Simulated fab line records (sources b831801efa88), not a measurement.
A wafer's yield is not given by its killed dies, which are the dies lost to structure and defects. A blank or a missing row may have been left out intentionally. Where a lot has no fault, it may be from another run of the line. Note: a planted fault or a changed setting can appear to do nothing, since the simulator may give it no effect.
One fault seen from 2 desks -- flow gf180mcu -- only its own numbers are on each desk; what lay behind them is given at the end

== TOOL OWNER'S DESK, pvd sputter-03 ==
The tool's own readings at GF_TOP_METAL_SPUTTER_04 (material TiN, target thk 25 nm, time 20.8 s): means of the sampled wafers that have a number, for each lot that ran on this tool. The brackets show how far a lot's mean lies from the usual mean; more than 4 standard deviations puts the lot out of limits, marked OUT.
Columns: A = throttle valve pct at GF_TOP_METAL_SPUTTER_04, usual 30.2 %
lot,first seen here,A
L430,day 28 16:47,30.3
L431,day 29 00:41,29.9
L432,day 29 06:42,30.7
L444,day 33 00:29,30.0
L447,day 33 14:05,30.4
This desk found nothing out of limits on any of the 5 lots.

== THE METROLOGY DESK ==
Lot by lot, what the gauges showed, no matter which tool ran the lot: averages of those sampled wafers that carry a number. The brackets show how far a lot's mean lies from the usual mean; more than 4 standard deviations puts the lot out of limits, marked OUT.
Columns: A = V5_W_RS at GF_V5_RS_MEAS_24, usual 0.328 ohm/sq; B = V5_W_THK at GF_V5_THK_MEAS_25, usual 353 nm; C = TOP_METAL_ALCU_RS at GF_TOP_METAL_RS_MEAS_05, usual 0.0328 ohm/sq; D = TOP_METAL_ALCU_THK at GF_TOP_METAL_THK_MEAS_06, usual 925 nm; E = cd nm at GF_TOP_METAL_CD_MEAS_14, usual 440.2 nm; F = TOP_METAL_OVL at GF_TOP_METAL_OVL_MEAS_15, usual 0.3 nm
lot,first seen here,A,B,C,D,E,F
L426,day 27 03:09,0.326,365,0.0327,926,439.7,0.9
L430,day 28 16:08,0.327,345,0.0326,926,443.4,1.7
L431,day 29 00:00,0.333,352,0.0328,910,441.8,-1.4
L432,day 29 06:02,0.328,360,0.0327,929,442.9,-0.3
L442,day 32 06:24,0.326,355,0.0327,934,440.0,0.5
L444,day 32 23:50,0.326,351,0.0322,945,439.4,0.8
L447,day 33 13:14,0.331,348,0.0328,921,438.7,0.6
This desk found nothing out of limits on any of the 7 lots.

== TAKEN TOGETHER ==
The desk of the tool owner found nothing out of limits.
The metrology desk saw nothing out of limits.

== WHAT THE SIMULATOR PUT IN ==
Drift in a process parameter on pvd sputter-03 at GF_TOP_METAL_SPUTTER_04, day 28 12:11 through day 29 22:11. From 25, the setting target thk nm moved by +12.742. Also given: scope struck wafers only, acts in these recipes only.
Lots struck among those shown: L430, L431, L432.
